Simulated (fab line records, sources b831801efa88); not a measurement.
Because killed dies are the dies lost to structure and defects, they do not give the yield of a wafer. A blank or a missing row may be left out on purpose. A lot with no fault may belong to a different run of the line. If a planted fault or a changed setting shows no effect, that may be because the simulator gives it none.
Which tool is to blame?    flow sky130    Sampling: 14 lots, 42 wafers, 5 of 708 route steps

WHAT THE GAUGES SHOWED, per wafer
SKY_FIELD_ISO_THK_MEAS_04.
lot   measured     on            FIELD_ISO_CVD_03_THK (nm)
L265  day 1 20:01  filmMetro-03  164.8 165.7 164.6
L266  day 2 04:52  filmMetro-01  164.7 163.7 164.1
L267  day 2 09:34  filmMetro-01  163.8 163.5 163.5
L268  day 2 12:14  filmMetro-03  165.2 165.3 165.7
L271  day 3 01:08  filmMetro-02  164.6 164.9 163.6
L272  day 3 05:29  filmMetro-01  165.4 165.0 166.5
L274  day 3 16:43  filmMetro-02  163.2 162.9 163.4
L273  day 3 16:44  filmMetro-03  165.3 164.1 164.2
L275  day 3 20:29  filmMetro-02  165.7 163.8 165.4
L280  day 4 21:29  filmMetro-02  166.1 165.4 164.4
L281  day 5 04:15  filmMetro-03  161.8 161.6 163.6
L282  day 5 07:40  filmMetro-01  166.7 167.2 164.9
L284  day 5 20:49  filmMetro-01  164.1 163.7 163.6
L287  day 6 11:08  filmMetro-03  163.3 163.6 164.1

SKY_PWDE_OVL_MEAS_07.
lot   measured     on          PWDE_OVL (nm)
L265  day 4 00:05  overlay-02  1.5 0.7 -1.0
L266  day 4 08:59  overlay-01  2.0 2.8 1.9
L267  day 4 15:05  overlay-01  -0.3 -2.1 -2.5
L268  day 4 19:10  overlay-02  1.7 1.1 -0.5
L271  day 5 09:36  overlay-01  1.6 2.9 3.0
L272  day 5 13:38  overlay-02  0.4 -0.9 -0.9
L274  day 6 04:44  overlay-02  -1.4 -0.1 1.6
L273  day 6 05:12  overlay-01  1.9 4.1 2.3
L275  day 6 08:38  overlay-02  0.4 -0.1 -1.2
L280  day 8 01:44  overlay-02  1.4 0.7 1.8
L281  day 8 10:01  overlay-02  -0.5 -0.9 -1.2
L282  day 8 10:08  overlay-01  1.4 1.1 -0.6
L284  day 8 23:05  overlay-02  -0.4 0.4 -0.7
L287  day 9 06:47  overlay-01  0.1 0.4 -0.8

SKY_VT_ADJUST_LVTN_OVL_MEAS_18.
lot   measured      on          VT_ADJUST_LVTN_01_OVL (nm)
L265  day 7 16:40   overlay-02  -0.7 -2.6 -1.3
L266  day 8 05:37   overlay-02  -0.5 1.8 2.6
L267  day 8 10:37   overlay-01  -2.0 -2.0 -1.5
L268  day 8 16:44   overlay-01  -2.3 0.3 -1.2
L271  day 9 09:18   overlay-02  -0.4 -0.1 -2.1
L272  day 9 15:34   overlay-02  0.6 -0.8 -0.9
L274  day 10 10:08  overlay-01  -1.7 -1.1 -1.3
L273  day 10 10:44  overlay-02  -0.2 -1.0 -0.1
L275  day 10 16:07  overlay-02  -0.5 -1.6 -1.9
L280  day 12 20:49  overlay-01  1.3 0.3 1.0
L281  day 13 06:58  overlay-01  1.5 1.9 1.0
L282  day 13 07:19  overlay-01  1.5 -1.0 1.4
L284  day 13 23:01  overlay-01  1.0 1.7 0.9
L287  day 14 07:01  overlay-01  1.3 0.7 1.3

SKY_SONOS_TUNNEL_CD_MEAS_07 targets a cd of 410 nm.
lot   measured      on        cdNm (nm)
L265  day 11 08:56  cdSem-02  410.9 409.5 409.2
L266  day 11 22:50  cdSem-02  410.9 408.4 408.6
L267  day 12 05:35  cdSem-02  410.3 410.8 412.2
L268  day 12 12:40  cdSem-02  411.1 409.1 409.5
L271  day 13 07:58  cdSem-01  408.2 406.6 408.6
L272  day 13 16:22  cdSem-01  - - -
L274  day 14 13:57  cdSem-02  - - -
L273  day 14 14:40  cdSem-02  - - -
L275  day 14 19:26  cdSem-01  410.5 412.1 412.0
L280  day 17 10:20  cdSem-01  411.4 410.0 412.3
L281  day 17 20:35  cdSem-01  411.6 413.4 410.2
L282  day 17 20:46  cdSem-02  407.8 408.1 409.1
L284  day 18 16:26  cdSem-01  411.6 410.3 411.2
L287  day 18 23:55  cdSem-02  410.5 409.2 407.9

WHICH TOOL RAN EACH LOT (tool, then ch and the chambers of the sampled wafers, then the start)
lot   SKY_SONOS_TUNNEL_COAT_02
L265  lithoTrack-03 ch 0, day 10 21:10
L266  lithoTrack-01 ch 0, day 11 11:08
L267  lithoTrack-01 ch 0, day 11 17:43
L268  lithoTrack-01 ch 0, day 12 00:43
L271  lithoTrack-01 ch 0, day 12 19:13
L272  lithoTrack-01, day 13 03:22
L274  lithoTrack-01, day 14 00:32
L273  lithoTrack-03, day 14 01:22
L275  lithoTrack-03 ch 0, day 14 06:16
L280  lithoTrack-03 ch 0, day 16 19:04
L281  lithoTrack-04 ch 0, day 17 05:44
L282  lithoTrack-03 ch 0, day 17 05:55
L284  lithoTrack-01 ch 0, day 18 01:44
L287  lithoTrack-04 ch 0, day 18 09:35
- SKY_SONOS_TUNNEL_COAT_02: resist thk 1140 nm.

AS READ BY THE TOOLS THEMSELVES (means over the sampled wafers that have a number; for cases with no such wafer, the mark the record gives instead)
SKY_SONOS_TUNNEL_COAT_02.
lot   tool           chillPlateTempC (C)  dispensePressureKPa (kPa)
L265  lithoTrack-03  23.00                49.5
L266  lithoTrack-01  22.87                47.0
L267  lithoTrack-01  23.03                47.0
L268  lithoTrack-01  22.98                47.0
L271  lithoTrack-01  22.97                47.0
L272  lithoTrack-01  -                    -
L274  lithoTrack-01  -                    -
L273  lithoTrack-03  -                    -
L275  lithoTrack-03  23.07                49.5
L280  lithoTrack-03  22.90                49.4
L281  lithoTrack-04  22.94                48.1
L282  lithoTrack-03  23.16                49.5
L284  lithoTrack-01  23.01                47.0
L287  lithoTrack-04  23.01                48.1

THE ANSWER, worked out from the rows above alone
Rule: the lots themselves supply what counts as usual. Put in order of their means at a reading, lots are off if they are a third of the lots or fewer, leave a main group of 4 or more, and stand apart from it by a gap of 3 or more times the standard deviation of the main group's means; of several such gaps the widest counts. Not used: any main group whose means are identical at the precision the tables above print for the reading. Also off: a lot with no number at a reading for which 4 or more lots have one. Where the step has rows for the other lots, those lots are counted as sound. After the gauges, taken in route order, come the tools' own readings; for these a lot's mean is taken, as printed above. The first step at which some lot is off is used, and at that step the reading that is off furthest; a lot without a number counts as furthest.
Off: L272, L274, L273 (SKY_SONOS_TUNNEL_CD_MEAS_07, cdNm). Without a number there: L272, L274, L273. For the main group the mean is 410.1 nm and the standard deviation 1.3.
A tool fits if, at a process step before that reading, it ran every lot that is off, and no sound lot after the first of them. The gauges at SKY_SONOS_TUNNEL_CD_MEAS_07 aren't tried: what is off there is off at SKY_SONOS_TUNNEL_COAT_02 too, on other tools, and a gauge's error can't cause that. No candidate that was tried fits.

WHAT WAS PUT IN BY THE SIMULATOR
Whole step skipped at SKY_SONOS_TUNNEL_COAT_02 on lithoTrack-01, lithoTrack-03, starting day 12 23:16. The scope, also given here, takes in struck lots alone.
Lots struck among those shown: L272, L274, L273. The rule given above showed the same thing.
